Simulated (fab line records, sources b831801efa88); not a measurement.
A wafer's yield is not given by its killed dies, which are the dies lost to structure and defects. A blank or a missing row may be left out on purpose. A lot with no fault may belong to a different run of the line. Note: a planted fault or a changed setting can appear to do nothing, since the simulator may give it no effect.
The tool behind it: which one? | flow gf180mcu | 13 lots with 39 wafers sampled at 2 steps, on a route of 602 steps

## WHAT THE GAUGES SHOWED, per wafer
GF_V5_RS_MEAS_24: measures by four-point-probe.
lot  | measured     | on            | V5_W_RS (ohm/sq)
L396 | day 27 15:10 | film_metro-03 | 0.321 0.322 0.325
L397 | day 27 20:52 | film_metro-01 | 0.322 0.324 0.323
L402 | day 29 19:17 | film_metro-01 | 0.326 0.325 0.323
L404 | day 30 03:32 | film_metro-01 | 0.332 0.323 0.327
L408 | day 31 03:05 | film_metro-02 | 0.320 0.322 0.325
L409 | day 31 04:04 | film_metro-02 | 0.327 0.325 0.327
L412 | day 32 05:04 | film_metro-01 | 0.323 0.329 0.329
L413 | day 32 10:47 | film_metro-02 | 0.326 0.324 0.322
L414 | day 33 01:05 | film_metro-02 | 0.325 0.323 0.326
L415 | day 33 02:18 | film_metro-02 | 0.333 0.325 0.332
L416 | day 33 03:10 | film_metro-03 | 0.327 0.322 0.333
L418 | day 33 12:46 | film_metro-03 | 0.321 0.322 0.321
L419 | day 33 18:37 | film_metro-03 | 0.325 0.327 0.328

## EACH LOT AND THE TOOL THAT RAN IT (in order: tool; ch and the chambers of the sampled wafers; start)
lot  | GF_M4_SPUTTER_01
L396 | pvd_sputter-04, day 22 20:50
L397 | pvd_sputter-02, day 23 02:16
L402 | pvd_sputter-02, day 25 07:12
L404 | pvd_sputter-02, day 25 16:41
L408 | pvd_sputter-04, day 26 20:01
L409 | pvd_sputter-04, day 26 21:24
L412 | pvd_sputter-02, day 28 02:10
L413 | pvd_sputter-01, day 28 08:32
L414 | pvd_sputter-01, day 29 01:02
L415 | pvd_sputter-04, day 29 01:21
L416 | pvd_sputter-02, day 29 02:49
L418 | pvd_sputter-01, day 29 16:03
L419 | pvd_sputter-04, day 29 22:20
- GF_M4_SPUTTER_01: material TiN, target thk 30 nm, time 25 s.

## WHAT THE TOOLS THEMSELVES READ (means of the sampled wafers that have a number; where no wafer has one, the mark that the record gives instead)
GF_M4_SPUTTER_01.
lot  | tool           | throttle_valve_pct (%)
L396 | pvd_sputter-04 | 30.3
L397 | pvd_sputter-02 | 31.1
L402 | pvd_sputter-02 | 32.0
L404 | pvd_sputter-02 | 30.1
L408 | pvd_sputter-04 | 30.2
L409 | pvd_sputter-04 | 30.2
L412 | pvd_sputter-02 | 30.9
L413 | pvd_sputter-01 | 29.7
L414 | pvd_sputter-01 | 30.1
L415 | pvd_sputter-04 | 30.1
L416 | pvd_sputter-02 | 30.0
L418 | pvd_sputter-01 | 28.8
L419 | pvd_sputter-04 | 29.8

## THE ANSWER, worked out from the rows above alone
Rule: what is usual is taken from the lots themselves. Put in order of their means at a reading, lots are off if they are a third of the lots or fewer, leave a main group of 4 or more, and stand apart from it by a gap of 3 or more times the standard deviation of the main group's means; of several such gaps the widest counts. The tables above print the reading to a certain number of digits; a main group whose means all agree to those digits is not used. Also off: a lot with no number at a reading for which 4 or more lots have one. Any other lot the step has rows for is counted as sound. First the gauges in route order, then the tools' own readings, where a lot's mean is used as printed above. The first step at which some lot is off is used, and at that step the reading that is off furthest; a lot without a number counts as furthest.
No lot is off at any reading shown: from this, nothing can be told.

## WHAT HAD BEEN PUT IN BY THE SIMULATOR
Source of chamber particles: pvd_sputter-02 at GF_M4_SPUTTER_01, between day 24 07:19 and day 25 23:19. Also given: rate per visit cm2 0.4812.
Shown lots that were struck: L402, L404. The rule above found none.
